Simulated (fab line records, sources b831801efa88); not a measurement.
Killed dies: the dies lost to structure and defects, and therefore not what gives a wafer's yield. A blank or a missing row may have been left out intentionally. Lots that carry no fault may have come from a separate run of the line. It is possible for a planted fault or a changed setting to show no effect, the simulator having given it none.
Struck lot and sound lot, side by side ; flow gf180mcu ; 18 out of 602 route steps
Sound: the wafers L682.4, L682.5, L682.6. Struck: wafer L672.2 (L672.1, L672.6, from the same lot, were not struck and are left out); the cause is given at the end.
At each step with rows: each side's tool, then ch and its chambers, then its first start. Under that, the readings that differ: sound wafers ; struck wafers ; difference of the means ; sigmas: that difference in standard deviations of wafers without a fault.
alike: readings with means less than 2 such deviations apart, plus words and numbers identical on both sides. not compared: withheld readings, readings lacking a value on some wafer, bounds such as >300 that could conceal the same value, and numbers that have no deviation in the record and whose values overlap.
The two part at a step that has a row with sigmas, a row that says differs or no value, or rows on one side only. Non-overlapping numbers with no deviation appear without sigmas and do not part them. A reading missing from all wafers of one side parts the sides only when that side holds two or more wafers.

first, 3 steps without rows for these wafers: GF_V2_EXPOSE_11 (exposes mask Via2, target cd 260 nm); GF_V2_PEB_12 (peb time 90 s); GF_V2_DEVELOP_13 (develop time 60 s).
GF_V2_CD_MEAS_14: the cd target is 260 nm.
  struck on cd_sem-02, day 23 21:44; sound on cd_sem-02, day 26 21:33
  alike: cd_nm
GF_V2_OVL_MEAS_15:
  struck on overlay-01, day 23 21:52; sound on overlay-01, day 26 21:37
  alike: V2_OVL
GF_V2_ETCH_16: etches BARC in N2/H2.
  sound on rie_diel-04 ch 0,1,3, day 26 21:38; struck on rie_diel-04 ch 0, day 23 21:53
  alike: bias_w, drypump_motor_current_A, h2_flow_sccm, oes_product_au, throttle_valve_pct
GF_V2_ETCH_17: etches SiO2 in C4F8/O2/Ar, stops on TiN, target depth 630 nm.
  sound: rie_diel-04 ch 0,1,3; struck: rie_diel-04 ch 0
  alike: bias_w, oes_product_au
GF_V2_STRIP_18: strips in O2/N2.
  sound on plasma_asher-04 ch 0,1, day 26 21:48; struck on plasma_asher-04 ch 0, day 23 22:01
reading;sound;struck;difference;sigmas
rf_hours_counter_h (h);- - -;48;no value on the sound wafers;
  alike: drypump_motor_current_A, heater_power_w, oes_product_au
then, 2 steps without rows for these wafers: GF_V2_STRIP_19 (strips in post etch residue remover, time 1200 s); GF_V2_CLEAN_20 (cleans in DIW).
GF_V2_SPUTTER_21: material Ti, target thk 15 nm, time 80.02 s.
  struck on pvd_sputter-03, day 23 22:40; sound on pvd_sputter-01, day 26 22:20
  alike: cathode_dc_power_W, throttle_valve_pct
GF_V2_SPUTTER_22: material TiN, target thk 10 nm, time 40 s.
  struck on pvd_sputter-03, day 23 22:43; sound on pvd_sputter-01, day 26 22:24
  alike: cathode_dc_power_W, throttle_valve_pct
GF_V2_CVD_23: deposits W, target thk 350 nm, time 104.94 s.
  sound on cvd_w-02 ch 0,1, day 26 22:28; struck on cvd_w-01 ch 1, day 23 22:46
reading;sound;struck;difference;sigmas
chamber_pressure_Torr (Torr);39.99 40.12 40.01;39.81;-0.23;-3
susceptor_temp_C (C);399.83 400.26 399.87;388.84;-11.15;-45
model.W_of_V2_CVD_23.thk_nm (nm);350.4 350.4 350.5;285.1;-65.3;
  alike: heater_power_w
GF_V2_RS_MEAS_24: measures by four-point-probe.
  struck on film_metro-04, day 23 22:53; sound on film_metro-03, day 26 22:37
reading;sound;struck;difference;sigmas
V2_W_RS (ohm/sq);0.3269 0.3278 0.3263;0.4024;+0.0754;+25
GF_V2_THK_MEAS_25: measures by xrf.
  struck on film_metro-04, day 23 23:00; sound on film_metro-03, day 26 22:42
reading;sound;struck;difference;sigmas
V2_W_THK (nm);351 352 352;288;-64;-16
GF_V2_CMP_26: polishes, stops on SiO2, t overpolish 15 s, target thk 0 nm.
  sound on cmp-01 ch 0,1,3, day 26 22:53; struck on cmp-02 ch 3, day 23 23:04
reading;sound;struck;difference;sigmas
time_to_endpoint_s (s);80.6 82.4 81.0;68.7;-12.6;-4
  alike: head_pressure_psi, motor_current_A
then, 1 step without rows for these wafers: GF_M3_SPUTTER_00 (material Ti, target thk 37.5 nm, time 150 s).
-- the record jumps here: 8 days lie between the struck wafers' starts before and after (it left off in module M3 and takes up again in module PASSIVATION, whose first step shown is number 602 of the route) --
GF_PASSIVATION_PROBE_99:
  only the struck wafers here have rows in the record (prober-02, day 31 21:56); the sound ones have none

WHERE THEY PART
At GF_V2_STRIP_18 first; at GF_PASSIVATION_PROBE_99 last (within this record only).

WHY: the cause the simulator had injected
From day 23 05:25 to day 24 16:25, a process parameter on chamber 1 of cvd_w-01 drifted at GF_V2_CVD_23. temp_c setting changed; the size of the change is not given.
